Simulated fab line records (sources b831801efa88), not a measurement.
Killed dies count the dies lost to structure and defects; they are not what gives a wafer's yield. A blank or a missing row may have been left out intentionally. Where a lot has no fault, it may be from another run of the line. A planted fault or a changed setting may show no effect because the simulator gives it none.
fab line records | flow gf180mcu
record: lots: 5 wafers: 15 lastDay: 31
route steps=602 shown HV_LDD@178
lots untouched by any fault: they come from a run of this same line in which no faults occurred
startH: hours from the record's first day to the start of the lot's first wafer shown | waitH: hours elapsed since this lot's preceding step | " repeats the value in the row above | L1.1+2: a single row standing in for several wafers | - either no value or no given start | * or withheld: withheld | < > ~ a bound
route shown NAME@n: NAME is a module with steps in the file, n the number in the route of the first one | usual: mean/standard deviation taken from wafers without a fault | same: alike in all rows | chamber/n: place in a boat | sites: each site's reading | _std_site: how widely they spread, as a standard deviation | _edge_site: the outer-site mean with the inner-site mean subtracted | radiusMm: for every site, how far away it sits from the centre of the wafer | mask NAME#n: copy n | behind: tool/chamber where the wafer was last shaped | hold: why the lot went on hold/how many hours it stayed there/how the hold came to an end | device: whichever transistor did not switch (one of n, p or np) | end of line: at the end of the route, the tests of the same wafers | step lacking rows: just its recipe | killed: not the wafer's yield, but the dies lost to structure and defects at the first sort | map: per-die view of a wafer (x killed, . not killed, _ where there is no die)
set.NAME: the setting the step ran with; set.NAME@STEP: the setting that earlier step ran with | model.NAME: the simulator's own value behind a step, which no gauge read
certain route steps with their lots: each step a table, each wafer a row
services: when a tool's chamber went out of use (startH, in hours from the record's first day, below 0 if earlier), for how many hours, and the reason
== steps ==
step: GF_HV_LDD_COAT_02
recipe: resist: NOVOLAK spinRpm: 3000 resistThkNm: 1000
columns lot.wafer tool chamber startH waitH
L078.2+4+6 lithoTrack-01 0 227.71 0.1
L081.2+5+6 lithoTrack-02 0 243.56 0.1
L084.1+4+5 lithoTrack-02 0 258.68 0.1
L085.2+3+5 lithoTrack-03 0 266.26 0.1
L087.2+4+6 lithoTrack-03 0 282.81 0.1
step: GF_HV_LDD_SOFTBAKE_03
recipe: tempC: 90 timeS: 60 resist: NOVOLAK
columns lot.wafer tool chamber startH waitH
L078.2+4+6 lithoTrack-01 0 227.86 0.1
L081.2+5+6 lithoTrack-02 0 243.71 0.1
L084.1+4+5 lithoTrack-02 0 258.83 0.1
L085.2+3+5 lithoTrack-03 0 266.41 0.1
L087.2+4+6 lithoTrack-03 0 282.96 0.1
step: GF_HV_LDD_EXPOSE_04
recipe: maskId: Nplus_LV_AREA targetCdNm: 400 na: 0.6 sourceShape: conventional sigmaOuter: 0.6 doseMj: 140
usual: reticleTempC: 22.99/0.11 stageVelMmS: 499.95/0.28
columns lot.wafer tool chamber startH waitH mask reticleTempC stageVelMmS
L078.2 ilineStepper-01 0 - - Nplus_LV_AREA#0 22.96 499.94
L078.4 " 0 " " Nplus_LV_AREA#0 23.12 500.32
L078.6 " 0 " " Nplus_LV_AREA#0 22.87 500.19
L081.2 ilineStepper-01 0 - - Nplus_LV_AREA#0 22.86 500.08
L081.5 " 0 " " Nplus_LV_AREA#0 22.92 500.16
L081.6 " 0 " " Nplus_LV_AREA#0 22.95 499.66
L084.1 ilineStepper-01 0 - - Nplus_LV_AREA#0 23.14 499.97
L084.4 " 0 " " Nplus_LV_AREA#0 23.06 500.30
L084.5 " 0 " " Nplus_LV_AREA#0 23.05 500.22
L085.2 ilineStepper-02 0 - - Nplus_LV_AREA#0 23.04 500.05
L085.3 " 0 " " Nplus_LV_AREA#0 23.21 500.14
L085.5 " 0 " " Nplus_LV_AREA#0 23.12 500.20
L087.2 ilineStepper-01 0 - - Nplus_LV_AREA#0 22.88 500.03
L087.4 " 0 " " Nplus_LV_AREA#0 22.87 499.99
L087.6 " 0 " " Nplus_LV_AREA#0 22.84 500.19
step: GF_HV_LDD_PEB_05
recipe: tempC: withheld timeS: * resist: NOVOLAK
columns lot.wafer tool chamber startH waitH
L078.2+4+6 lithoTrack-01 0 - -
L081.2+5+6 lithoTrack-03 0 - -
L084.1+4+5 lithoTrack-03 0 - -
L085.2+3+5 lithoTrack-03 0 - -
L087.2+4+6 lithoTrack-01 0 - -
step: GF_HV_LDD_DEVELOP_06
recipe: developTimeS: 60 devTempC: 23
columns lot.wafer tool chamber startH waitH
L078.2+4+6 lithoTrack-01 0 235.71 0.1
L081.2+5+6 lithoTrack-03 0 251.66 0.1
L084.1+4+5 lithoTrack-03 0 267.59 0.1
L085.2+3+5 lithoTrack-03 0 275.91 0.1
L087.2+4+6 lithoTrack-01 0 291.21 0.1
step: GF_HV_LDD_CD_MEAS_07
recipe: targetCdNm: 400
usual: cdNm: 400.1/2.1
columns lot.wafer tool chamber startH waitH cdNm
L078.2 cdSem-01 - 235.86 0.1 398.6
L078.4 " - " " 399.1
L078.6 " - " " 397.8
L081.2 cdSem-02 - 251.81 0.1 401.8
L081.5 " - " " 403.4
L081.6 " - " " 401.5
L084.1 cdSem-01 - 267.74 0.1 401.3
L084.4 " - " " 399.0
L084.5 " - " " 399.7
L085.2 cdSem-01 - 276.05 0.1 399.3
L085.3 " - " " 397.1
L085.5 " - " " 398.2
L087.2 cdSem-01 - 291.36 0.1 398.8
L087.4 " - " " 401.0
L087.6 " - " " 399.0
step: GF_HV_LDD_OVL_MEAS_08
usual: HV_LDD_OVL: 0.1/1.6
columns lot.wafer tool chamber startH waitH HV_LDD_OVL[nm]
L078.2 overlay-02 - 235.96 0.1 -0.8
L078.4 " - " " -1.8
L078.6 " - " " -1.6
L081.2 overlay-01 - 251.91 0.1 -1.1
L081.5 " - " " -0.4
L081.6 " - " " -1.8
L084.1 overlay-02 - 267.86 0.1 -0.3
L084.4 " - " " 0.2
L084.5 " - " " -2.1
L085.2 overlay-02 - 276.16 0.1 0.7
L085.3 " - " " 1.6
L085.5 " - " " 0.6
L087.2 overlay-01 - 291.46 0.1 0.3
L087.4 " - " " -0.4
L087.6 " - " " -0.1
step: GF_HV_LDD_IMPLANT_09
recipe: species: As energyKev: 40 doseCm2: 1e+14 tiltDeg: 7
usual: beamEnergyKeV: 39.999/0.013 beamOnS: 10.01/0.2 faradayCurrentUA: 563/11
columns lot.wafer tool chamber startH waitH beamEnergyKeV beamOnS faradayCurrentUA
L078.2 implanter-01 0 236.02 0.0 39.987 9.88 570
L078.4 " 0 " " 39.994 9.83 575
L078.6 " 0 " " 39.983 9.83 572
L081.2 implanter-04 0 251.97 0.0 40.002 10.01 562
L081.5 " 0 " " 40.008 9.90 566
L081.6 " 0 " " 40.016 10.15 554
L084.1 implanter-01 0 267.89 0.0 39.998 9.87 571
L084.4 " 0 " " 39.998 9.93 567
L084.5 " 0 " " 39.989 10.01 564
L085.2 implanter-03 0 276.22 0.0 39.991 10.05 562
L085.3 " 0 " " 40.002 10.41 539
L085.5 " 0 " " 39.966 10.15 554
L087.2 implanter-01 0 291.52 0.0 40.033 10.00 565
L087.4 " 0 " " 39.993 9.92 569
L087.6 " 0 " " 40.008 10.05 561
step: GF_HV_LDD_STRIP_10
recipe: chemistry: O2/N2 powerW: 1400 pressureMtorr: 1500 platenTempC: 250 o2FlowSccm: 3000 n2FlowSccm: 300 overashFraction: 0.5
usual: drypumpMotorCurrentA: 5.6/0.49 heaterPowerW: 329/37 oesProductAu: 0.716/0.0044 stripTimeToEndpointS: 12.66/0.03
columns lot.wafer tool chamber startH waitH drypumpMotorCurrentA heaterPowerW oesProductAu rfHoursCounterH stripTimeToEndpointS
L078.2 plasmaAsher-01 0 236.14 0.1 5.2 309 0.717 44 12.63
L078.4 " 0 " " 5.2 311 0.710 - 12.62
L078.6 " 0 " " 5.2 305 0.714 - 12.63
L081.2 plasmaAsher-04 0 252.09 0.1 6.0 319 0.717 63 12.60
L081.5 " 0 " " 6.0 331 0.715 - 12.63
L081.6 " 1 " " 5.9 324 0.717 - 12.63
L084.1 plasmaAsher-01 1 268.04 0.1 4.9 287 0.718 47 12.65
L084.4 " 0 " " 5.2 316 0.717 - 12.67
L084.5 " 0 " " 5.2 310 0.714 - 12.62
L085.2 plasmaAsher-01 0 276.34 0.1 5.2 315 0.722 48 12.64
L085.3 " 0 " " 5.2 309 0.715 - 12.66
L085.5 " 0 " " 5.2 313 0.711 - 12.66
L087.2 plasmaAsher-01 0 291.64 0.1 5.2 323 0.708 50 12.68
L087.4 " 1 " " 5.0 291 0.722 - 12.69
L087.6 " 0 " " 5.2 318 0.716 - 12.67
step: GF_HV_LDD_TW_MEAS_11
usual: HV_LDD_TW: 2415/18
columns lot.wafer tool chamber startH waitH HV_LDD_TW
L078.2 filmMetro-01 - 236.25 0.1 2414
L078.4 " - " " 2396
L078.6 " - " " 2411
L081.2 filmMetro-03 - 252.20 0.1 2424
L081.5 " - " " 2424
L081.6 " - " " 2433
L084.1 filmMetro-01 - 268.14 0.1 2411
L084.4 " - " " 2404
L084.5 " - " " 2414
L085.2 filmMetro-03 - 276.45 0.1 2419
L085.3 " - " " 2410
L085.5 " - " " 2429
L087.2 filmMetro-01 - 291.75 0.1 2400
L087.4 " - " " 2408
L087.6 " - " " 2409
step: GF_HV_LDD_DEHYDRATE_12
recipe: tempC: 200 timeS: 60
columns lot.wafer tool chamber startH waitH
L078.2+4+6 lithoTrack-03 0 244.66 8.4
L081.2+5+6 lithoTrack-02 0 261.21 9.0
L084.1+4+5 lithoTrack-01 0 277.39 9.2
L085.2+3+5 lithoTrack-01 0 285.36 8.9
L087.2+4+6 lithoTrack-03 0 300.91 9.1
step: GF_HV_LDD_HMDS_13
recipe: primeTimeS: 60 primeTempC: 120
columns lot.wafer tool chamber startH waitH
L078.2+4+6 lithoTrack-03 0 244.81 0.1
L081.2+5+6 lithoTrack-02 0 261.36 0.1
L084.1+4+5 lithoTrack-01 0 277.54 0.1
L085.2+3+5 lithoTrack-01 0 285.51 0.1
L087.2+4+6 lithoTrack-03 0 301.06 0.1
step: GF_HV_LDD_COAT_14
recipe: resist: NOVOLAK spinRpm: 3000 resistThkNm: 1000
columns lot.wafer tool chamber startH waitH
L078.2+4+6 lithoTrack-03 0 244.96 0.1
L081.2+5+6 lithoTrack-02 0 261.51 0.1
L084.1+4+5 lithoTrack-01 0 277.69 0.1
L085.2+3+5 lithoTrack-01 0 285.66 0.1
L087.2+4+6 lithoTrack-03 0 301.21 0.1
step: GF_HV_LDD_SOFTBAKE_15
recipe: tempC: 90 timeS: 60 resist: NOVOLAK
columns lot.wafer tool chamber startH waitH
L078.2+4+6 lithoTrack-03 0 245.11 0.1
L081.2+5+6 lithoTrack-02 0 261.66 0.1
L084.1+4+5 lithoTrack-01 0 277.84 0.1
L085.2+3+5 lithoTrack-01 0 285.81 0.1
L087.2+4+6 lithoTrack-03 0 301.36 0.1
step: GF_HV_LDD_EXPOSE_16
recipe: maskId: Pplus_LV_AREA targetCdNm: 400 na: 0.6 sourceShape: conventional sigmaOuter: 0.6 doseMj: 140
usual: reticleTempC: 23.02/0.11 stageVelMmS: 500.02/0.25
columns lot.wafer tool chamber startH waitH mask reticleTempC stageVelMmS
L078.2 ilineStepper-02 0 - - Pplus_LV_AREA#0 23.12 499.59
L078.4 " 0 " " Pplus_LV_AREA#0 23.04 499.76
L078.6 " 0 " " Pplus_LV_AREA#0 22.91 499.76
L081.2 ilineStepper-02 0 - - Pplus_LV_AREA#0 23.16 499.84
L081.5 " 0 " " Pplus_LV_AREA#0 23.28 500.64
L081.6 " 0 " " Pplus_LV_AREA#0 23.32 500.17
L084.1 ilineStepper-01 0 - - Pplus_LV_AREA#0 22.99 499.90
L084.4 " 0 " " Pplus_LV_AREA#0 22.99 500.15
L084.5 " 0 " " Pplus_LV_AREA#0 22.93 500.49
L085.2 ilineStepper-01 0 - - Pplus_LV_AREA#0 22.93 499.94
L085.3 " 0 " " Pplus_LV_AREA#0 22.81 500.08
L085.5 " 0 " " Pplus_LV_AREA#0 22.96 499.69
L087.2 ilineStepper-01 0 - - Pplus_LV_AREA#0 23.04 500.35
L087.4 " 0 " " Pplus_LV_AREA#0 23.10 499.91
L087.6 " 0 " " Pplus_LV_AREA#0 23.00 500.12
step: GF_HV_LDD_PEB_17
recipe: tempC: withheld timeS: * resist: NOVOLAK
columns lot.wafer tool chamber startH waitH
L078.2+4+6 lithoTrack-01 0 - -
L081.2+5+6 lithoTrack-02 0 - -
L084.1+4+5 lithoTrack-02 0 - -
L085.2+3+5 lithoTrack-02 0 - -
L087.2+4+6 lithoTrack-02 0 - -
step: GF_HV_LDD_DEVELOP_18
recipe: developTimeS: 60 devTempC: 23
columns lot.wafer tool chamber startH waitH
L078.2+4+6 lithoTrack-01 0 253.31 0.1
L081.2+5+6 lithoTrack-02 0 270.06 0.1
L084.1+4+5 lithoTrack-02 0 287.18 0.1
L085.2+3+5 lithoTrack-02 0 294.81 0.1
L087.2+4+6 lithoTrack-02 0 310.81 0.1
step: GF_HV_LDD_CD_MEAS_19
recipe: targetCdNm: 400
usual: cdNm: 399.4/2
columns lot.wafer tool chamber startH waitH cdNm
L078.2 cdSem-02 - 253.46 0.1 400.9
L078.4 " - " " 398.4
L078.6 " - " " 398.5
L081.2 cdSem-01 - 270.20 0.1 402.9
L081.5 " - " " 401.0
L081.6 " - " " 403.4
L084.1 cdSem-01 - 287.33 0.1 402.5
L084.4 " - " " 400.9
L084.5 " - " " 401.6
L085.2 cdSem-01 - 294.95 0.1 400.4
L085.3 " - " " 400.9
L085.5 " - " " 400.8
L087.2 cdSem-01 - 310.95 0.1 396.1
L087.4 " - " " 396.0
L087.6 " - " " 394.9
step: GF_HV_LDD_OVL_MEAS_20
usual: HV_LDD_01_OVL: 0.0/1.5
columns lot.wafer tool chamber startH waitH HV_LDD_01_OVL[nm]
L078.2 overlay-02 - 253.56 0.1 -0.6
L078.4 " - " " -0.6
L078.6 " - " " -1.4
L081.2 overlay-02 - 270.31 0.1 -0.6
L081.5 " - " " -0.8
L081.6 " - " " -0.7
L084.1 overlay-02 - 287.45 0.1 0.1
L084.4 " - " " -0.3
L084.5 " - " " 0.6
L085.2 overlay-02 - 295.06 0.1 0.8
L085.3 " - " " 0.3
L085.5 " - " " 0.1
L087.2 overlay-02 - 311.06 0.1 -0.2
L087.4 " - " " -0.5
L087.6 " - " " -2.0
step: GF_HV_LDD_IMPLANT_21
recipe: species: BF2 energyKev: 25 doseCm2: 5e+13 tiltDeg: 7
usual: beamEnergyKeV: 25.001/0.0078 beamOnS: 10.02/0.18 faradayCurrentUA: 281/5.1
columns lot.wafer tool chamber startH waitH beamEnergyKeV beamOnS faradayCurrentUA
L078.2 implanter-01 0 253.62 0.0 24.993 10.20 276
L078.4 " 0 " " 24.985 10.06 281
L078.6 " 0 " " 24.995 10.11 279
L081.2 implanter-03 0 270.36 0.0 24.996 10.18 277
L081.5 " 0 " " 25.002 9.96 282
L081.6 " 0 " " 25.000 10.11 279
L084.1 implanter-01 0 287.49 0.0 25.002 9.98 282
L084.4 " 0 " " 24.998 10.13 279
L084.5 " 0 " " 24.993 9.98 282
L085.2 implanter-01 0 295.11 0.0 24.999 10.04 280
L085.3 " 0 " " 24.999 10.02 281
L085.5 " 0 " " 25.009 9.68 291
L087.2 implanter-01 0 311.11 0.0 24.995 9.97 281
L087.4 " 0 " " 25.010 9.98 282
L087.6 " 0 " " 25.007 10.34 272
step: GF_HV_LDD_STRIP_22
recipe: chemistry: O2/N2 powerW: 1400 pressureMtorr: 1500 platenTempC: 250 o2FlowSccm: 3000 n2FlowSccm: 300 overashFraction: 0.5
usual: drypumpMotorCurrentA: 5.7/0.46 heaterPowerW: 334/39 oesProductAu: 0.716/0.0043 stripTimeToEndpointS: 12.67/0.035
columns lot.wafer tool chamber startH waitH drypumpMotorCurrentA heaterPowerW oesProductAu rfHoursCounterH stripTimeToEndpointS
L078.2 plasmaAsher-01 1 253.74 0.1 5.0 295 0.714 46 12.65
L078.4 " 0 " " 5.2 304 0.719 - 12.65
L078.6 " 0 " " 5.2 313 0.717 - 12.68
L081.2 plasmaAsher-04 0 270.49 0.1 6.0 336 0.709 65 12.64
L081.5 " 0 " " 6.0 324 0.727 - 12.64
L081.6 " 1 " " 5.9 325 0.722 - 12.64
L084.1 plasmaAsher-01 0 287.64 0.1 5.2 308 0.715 50 12.70
L084.4 " 1 " " 5.0 281 0.717 - 12.65
L084.5 " 0 " " 5.2 308 0.720 - 12.66
L085.2 plasmaAsher-02 0 295.24 0.1 6.2 419 0.707 18 12.71
L085.3 " 0 " " 6.2 410 0.710 - 12.69
L085.5 " 1 " " 6.1 322 0.713 - 12.65
L087.2 plasmaAsher-04 0 311.24 0.1 6.0 332 0.714 71 12.68
L087.4 " 0 " " 6.0 330 0.715 - 12.69
L087.6 " 0 " " 6.0 339 0.711 - 12.67
step: GF_HV_LDD_TW_MEAS_23
usual: HV_LDD_2_TW: 1055/10
columns lot.wafer tool chamber startH waitH HV_LDD_2_TW
L078.2 filmMetro-01 - 253.85 0.1 1053
L078.4 " - " " 1054
L078.6 " - " " 1059
L081.2 filmMetro-01 - 270.60 0.1 1051
L081.5 " - " " 1060
L081.6 " - " " 1058
L084.1 filmMetro-01 - 287.74 0.1 1058
L084.4 " - " " 1061
L084.5 " - " " 1050
L085.2 filmMetro-02 - 295.35 0.1 1050
L085.3 " - " " 1039
L085.5 " - " " 1044
L087.2 filmMetro-02 - 311.35 0.1 1042
L087.4 " - " " 1044
L087.6 " - " " 1046
step: GF_HV_LDD_DEHYDRATE_24
recipe: tempC: 200 timeS: 60
columns lot.wafer tool chamber startH waitH
L078.2+4+6 lithoTrack-03 0 262.46 8.6
L081.2+5+6 lithoTrack-03 0 280.31 9.7
L084.1+4+5 lithoTrack-03 0 296.33 8.6
L085.2+3+5 lithoTrack-01 0 304.71 9.4
L087.2+4+6 lithoTrack-02 0 321.61 10.2
step: GF_HV_LDD_HMDS_25
recipe: primeTimeS: 60 primeTempC: 120
columns lot.wafer tool chamber startH waitH
L078.2+4+6 lithoTrack-03 0 262.61 0.1
L081.2+5+6 lithoTrack-03 0 280.46 0.1
L084.1+4+5 lithoTrack-03 0 296.48 0.1
L085.2+3+5 lithoTrack-01 0 304.86 0.1
L087.2+4+6 lithoTrack-02 0 321.76 0.1
step: GF_HV_LDD_COAT_26
recipe: resist: NOVOLAK spinRpm: 3000 resistThkNm: 1000
columns lot.wafer tool chamber startH waitH
L078.2+4+6 lithoTrack-03 0 262.76 0.1
L081.2+5+6 lithoTrack-03 0 280.61 0.1
L084.1+4+5 lithoTrack-03 0 296.63 0.1
L085.2+3+5 lithoTrack-01 0 305.01 0.1
L087.2+4+6 lithoTrack-02 0 321.91 0.1
step: GF_HV_LDD_SOFTBAKE_27
recipe: tempC: 90 timeS: 60 resist: NOVOLAK
columns lot.wafer tool chamber startH waitH
L078.2+4+6 lithoTrack-03 0 262.91 0.1
L081.2+5+6 lithoTrack-03 0 280.76 0.1
L084.1+4+5 lithoTrack-03 0 296.78 0.1
L085.2+3+5 lithoTrack-01 0 305.16 0.1
L087.2+4+6 lithoTrack-02 0 322.06 0.1
step: GF_HV_LDD_EXPOSE_28
recipe: maskId: Nplus_HV_AREA targetCdNm: 400 na: 0.6 sourceShape: conventional sigmaOuter: 0.6 doseMj: 140
usual: reticleTempC: 23.00/0.12 stageVelMmS: 500.02/0.28
columns lot.wafer tool chamber startH waitH mask reticleTempC stageVelMmS
L078.2 ilineStepper-01 0 - - Nplus_HV_AREA#0 23.12 500.42
L078.4 " 0 " " Nplus_HV_AREA#0 22.98 500.32
L078.6 " 0 " " Nplus_HV_AREA#0 23.00 500.05
L081.2 ilineStepper-02 0 - - Nplus_HV_AREA#0 23.25 500.50
L081.5 " 0 " " Nplus_HV_AREA#0 23.15 500.33
L081.6 " 0 " " Nplus_HV_AREA#0 23.33 500.19
L084.1 ilineStepper-01 0 - - Nplus_HV_AREA#0 22.96 499.68
L084.4 " 0 " " Nplus_HV_AREA#0 22.92 500.07
L084.5 " 0 " " Nplus_HV_AREA#0 23.13 499.99
L085.2 ilineStepper-01 0 - - Nplus_HV_AREA#0 22.82 499.90
L085.3 " 0 " " Nplus_HV_AREA#0 22.94 500.01
L085.5 " 0 " " Nplus_HV_AREA#0 23.04 499.87
L087.2 ilineStepper-02 0 - - Nplus_HV_AREA#0 22.96 500.13
L087.4 " 0 " " Nplus_HV_AREA#0 22.92 500.43
L087.6 " 0 " " Nplus_HV_AREA#0 22.76 500.43
step: GF_HV_LDD_PEB_29
recipe: tempC: withheld timeS: * resist: NOVOLAK
columns lot.wafer tool chamber startH waitH
L078.2+4+6 lithoTrack-02 0 - -
L081.2+5+6 lithoTrack-01 0 - -
L084.1+4+5 lithoTrack-01 0 - -
L085.2+3+5 lithoTrack-03 0 - -
L087.2+4+6 lithoTrack-01 0 - -
step: GF_HV_LDD_DEVELOP_30
recipe: developTimeS: 60 devTempC: 23
columns lot.wafer tool chamber startH waitH
L078.2+4+6 lithoTrack-02 0 271.56 0.1
L081.2+5+6 lithoTrack-01 0 289.61 0.1
L084.1+4+5 lithoTrack-01 0 306.99 0.1
L085.2+3+5 lithoTrack-03 0 314.96 0.1
L087.2+4+6 lithoTrack-01 0 331.66 0.1
step: GF_HV_LDD_CD_MEAS_31
recipe: targetCdNm: 400
usual: cdNm: 400.4/2
columns lot.wafer tool chamber startH waitH cdNm
L078.2 cdSem-02 - 271.70 0.1 398.5
L078.4 " - " " 398.5
L078.6 " - " " 396.7
L081.2 cdSem-01 - 289.76 0.1 402.2
L081.5 " - " " 403.8
L081.6 " - " " 400.6
L084.1 cdSem-01 - 307.14 0.1 399.3
L084.4 " - " " 399.8
L084.5 " - " " 404.3
L085.2 cdSem-02 - 315.10 0.1 400.1
L085.3 " - " " 402.1
L085.5 " - " " 399.8
L087.2 cdSem-02 - 331.81 0.1 397.9
L087.4 " - " " 401.5
L087.6 " - " " 400.3
step: GF_HV_LDD_OVL_MEAS_32
usual: HV_LDD_02_OVL: 0.2/1.4
columns lot.wafer tool chamber startH waitH HV_LDD_02_OVL[nm]
L078.2 overlay-01 - 271.81 0.1 -2.5
L078.4 " - " " -1.8
L078.6 " - " " -0.3
L081.2 overlay-02 - 289.86 0.1 -1.2
L081.5 " - " " -1.4
L081.6 " - " " 0.0
L084.1 overlay-01 - 307.26 0.1 1.4
L084.4 " - " " 0.3
L084.5 " - " " -0.2
L085.2 overlay-01 - 315.21 0.1 0.9
L085.3 " - " " 3.7
L085.5 " - " " 2.4
L087.2 overlay-02 - 331.91 0.1 -0.5
L087.4 " - " " 1.2
L087.6 " - " " 0.6
step: GF_HV_LDD_IMPLANT_33
recipe: species: P energyKev: 60 doseCm2: 7.5e+12 tiltDeg: 30 rotationDeg: 0
usual: beamEnergyKeV: 59.998/0.021 beamOnS: 10.02/0.19 faradayCurrentUA: 42.2/0.81
columns lot.wafer tool chamber startH waitH beamEnergyKeV beamOnS faradayCurrentUA
L078.2 implanter-03 0 271.86 0.0 59.956 10.07 41.9
L078.4 " 0 " " 59.984 9.98 42.3
L078.6 " 0 " " 59.998 9.81 42.9
L081.2 implanter-03 0 289.92 0.0 60.004 9.95 42.5
L081.5 " 0 " " 59.994 10.12 41.8
L081.6 " 0 " " 59.985 9.90 42.6
L084.1 implanter-03 0 307.29 0.0 60.038 10.13 41.7
L084.4 " 0 " " 60.012 10.08 41.8
L084.5 " 0 " " 60.009 10.16 41.6
L085.2 implanter-03 0 315.27 0.0 60.000 10.10 42.0
L085.3 " 0 " " 59.981 9.70 43.7
L085.5 " 0 " " 60.008 9.90 42.8
L087.2 implanter-01 0 331.97 0.0 60.012 9.72 43.5
L087.4 " 0 " " 59.963 10.12 41.6
L087.6 " 0 " " 60.009 9.71 43.6
step: GF_HV_LDD_IMPLANT_34
recipe: species: P energyKev: 60 doseCm2: 7.5e+12 tiltDeg: 30 rotationDeg: 90
usual: beamEnergyKeV: 59.999/0.018 beamOnS: 10.03/0.18 faradayCurrentUA: 42.2/0.76
columns lot.wafer tool chamber startH waitH beamEnergyKeV beamOnS faradayCurrentUA
L078.2 implanter-03 0 272.01 0.1 60.005 9.98 42.3
L078.4 " 0 " " 59.997 9.70 43.5
L078.6 " 0 " " 60.017 9.95 42.5
L081.2 implanter-03 0 290.07 0.1 59.963 10.26 41.5
L081.5 " 0 " " 59.998 10.27 41.2
L081.6 " 0 " " 59.975 9.99 42.2
L084.1 implanter-03 0 307.44 0.1 60.008 10.05 42.0
L084.4 " 0 " " 60.026 10.06 42.1
L084.5 " 0 " " 60.008 9.65 43.9
L085.2 implanter-03 0 315.42 0.1 59.996 10.19 41.4
L085.3 " 0 " " 59.996 10.27 41.3
L085.5 " 0 " " 60.019 10.13 41.7
L087.2 implanter-01 0 332.12 0.1 60.020 10.01 42.4
L087.4 " 0 " " 59.993 10.05 42.2
L087.6 " 0 " " 59.995 10.34 41.1
step: GF_HV_LDD_IMPLANT_35
recipe: species: P energyKev: 60 doseCm2: 7.5e+12 tiltDeg: 30 rotationDeg: 180
usual: beamEnergyKeV: 60.003/0.021 beamOnS: 10.03/0.21 faradayCurrentUA: 42.2/0.88
columns lot.wafer tool chamber startH waitH beamEnergyKeV beamOnS faradayCurrentUA
L078.2 implanter-03 0 272.16 0.1 60.010 10.35 40.7
L078.4 " 0 " " 60.036 10.13 42.0
L078.6 " 0 " " 60.011 9.85 43.0
L081.2 implanter-03 0 290.22 0.1 59.973 10.29 41.0
L081.5 " 0 " " 59.981 9.79 43.1
L081.6 " 0 " " 59.980 10.11 41.9
L084.1 implanter-03 0 307.59 0.1 59.990 9.90 42.7
L084.4 " 0 " " 59.998 9.71 43.4
L084.5 " 0 " " 59.972 9.87 42.8
L085.2 implanter-03 0 315.57 0.1 60.042 10.26 41.2
L085.3 " 0 " " 60.001 10.65 39.6
L085.5 " 0 " " 60.030 10.08 41.9
L087.2 implanter-01 0 332.27 0.1 60.003 9.99 42.1
L087.4 " 0 " " 59.991 10.23 41.5
L087.6 " 0 " " 59.995 9.97 42.5
step: GF_HV_LDD_IMPLANT_36
recipe: species: P energyKev: 60 doseCm2: 7.5e+12 tiltDeg: 30 rotationDeg: 270
usual: beamEnergyKeV: 59.996/0.02 beamOnS: 9.97/0.2 faradayCurrentUA: 42.4/0.86
columns lot.wafer tool chamber startH waitH beamEnergyKeV beamOnS faradayCurrentUA
L078.2 implanter-03 0 272.31 0.1 59.964 10.21 41.4
L078.4 " 0 " " 59.976 9.97 42.2
L078.6 " 0 " " 60.004 10.13 41.6
L081.2 implanter-03 0 290.37 0.1 59.969 10.01 42.3
L081.5 " 0 " " 59.990 10.02 42.5
L081.6 " 0 " " 59.968 10.12 42.1
L084.1 implanter-03 0 307.74 0.1 60.013 10.11 41.8
L084.4 " 0 " " 59.993 9.77 43.3
L084.5 " 0 " " 60.028 9.54 44.0
L085.2 implanter-03 0 315.72 0.1 60.004 10.10 41.8
L085.3 " 0 " " 59.992 9.82 43.2
L085.5 " 0 " " 60.009 9.79 43.3
L087.2 implanter-01 0 332.42 0.1 59.965 9.72 43.6
L087.4 " 0 " " 59.988 10.22 41.3
L087.6 " 0 " " 59.988 9.94 42.5
step: GF_HV_LDD_STRIP_37
recipe: chemistry: O2/N2 powerW: 1400 pressureMtorr: 1500 platenTempC: 250 o2FlowSccm: 3000 n2FlowSccm: 300 overashFraction: 0.5
usual: drypumpMotorCurrentA: 5.5/0.49 heaterPowerW: 323/37 oesProductAu: 0.716/0.0043 stripTimeToEndpointS: 12.66/0.032
columns lot.wafer tool chamber startH waitH drypumpMotorCurrentA heaterPowerW oesProductAu rfHoursCounterH stripTimeToEndpointS
L078.2 plasmaAsher-01 1 272.44 0.1 4.9 306 0.713 48 12.57
L078.4 " 1 " " 4.9 294 0.711 - 12.58
L078.6 " 1 " " 4.9 285 0.712 - 12.62
L081.2 plasmaAsher-02 0 290.49 0.1 6.2 422 0.713 18 12.69
L081.5 " 1 " " 6.0 328 0.707 - 12.72
L081.6 " 0 " " 6.2 417 0.722 - 12.72
L084.1 plasmaAsher-04 1 307.89 0.1 5.9 329 0.726 71 12.69
L084.4 " 1 " " 6.0 326 0.720 - 12.66
L084.5 " 0 " " 6.0 331 0.709 - 12.65
L085.2 plasmaAsher-01 0 315.84 0.1 5.2 309 0.717 54 12.66
L085.3 " 0 " " 5.2 318 0.718 - 12.63
L085.5 " 1 " " 4.9 289 0.724 - 12.64
L087.2 plasmaAsher-01 1 332.54 0.1 4.9 286 0.716 55 12.62
L087.4 " 0 " " 5.2 318 0.717 - 12.64
L087.6 " 1 " " 5.0 285 0.723 - 12.66
step: GF_HV_LDD_TW_MEAS_38
usual: HV_LDD_3_TW: 1436/14
columns lot.wafer tool chamber startH waitH HV_LDD_3_TW
L078.2 filmMetro-03 - 272.55 0.1 1447
L078.4 " - " " 1440
L078.6 " - " " 1440
L081.2 filmMetro-02 - 290.60 0.1 1412
L081.5 " - " " 1420
L081.6 " - " " 1423
L084.1 filmMetro-01 - 307.99 0.1 1445
L084.4 " - " " 1433
L084.5 " - " " 1437
L085.2 filmMetro-03 - 315.95 0.1 1445
L085.3 " - " " 1442
L085.5 " - " " 1448
L087.2 filmMetro-03 - 332.65 0.1 1443
L087.4 " - " " 1447
L087.6 " - " " 1443
step: GF_HV_LDD_DEHYDRATE_39
recipe: tempC: 200 timeS: 60
columns lot.wafer tool chamber startH waitH
L078.2+4+6 lithoTrack-01 0 282.26 9.7
L081.2+5+6 lithoTrack-03 0 300.01 9.4
L084.1+4+5 lithoTrack-01 0 317.39 9.4
L085.2+3+5 lithoTrack-01 0 326.41 10.5
L087.2+4+6 lithoTrack-02 0 343.21 10.5
step: GF_HV_LDD_HMDS_40
recipe: primeTimeS: 60 primeTempC: 120
columns lot.wafer tool chamber startH waitH
L078.2+4+6 lithoTrack-01 0 282.41 0.1
L081.2+5+6 lithoTrack-03 0 300.16 0.1
L084.1+4+5 lithoTrack-01 0 317.54 0.1
L085.2+3+5 lithoTrack-01 0 326.56 0.1
L087.2+4+6 lithoTrack-02 0 343.36 0.1
== services ==
columns tool chamber startH hours kind
implanter-01 - 225.90 6.0 repair
lithoTrack-01 - 234.39 - consumableReplace:filter
plasmaAsher-02 - 238.67 1.4 repair
ilineStepper-02 - 247.35 5.1 repair
ilineStepper-01 - 260.21 1.7 pm
plasmaAsher-02 - 279.30 4.5 repair
implanter-04 - 279.31 3.5 repair
implanter-03 - 283.23 2.6 pm
implanter-04 - 292.43 72.1 pm
plasmaAsher-02 - 300.37 22.3 repair
ilineStepper-02 0 317.21 - calibration
plasmaAsher-01 - 325.95 1.4 repair
== key ==
fault none
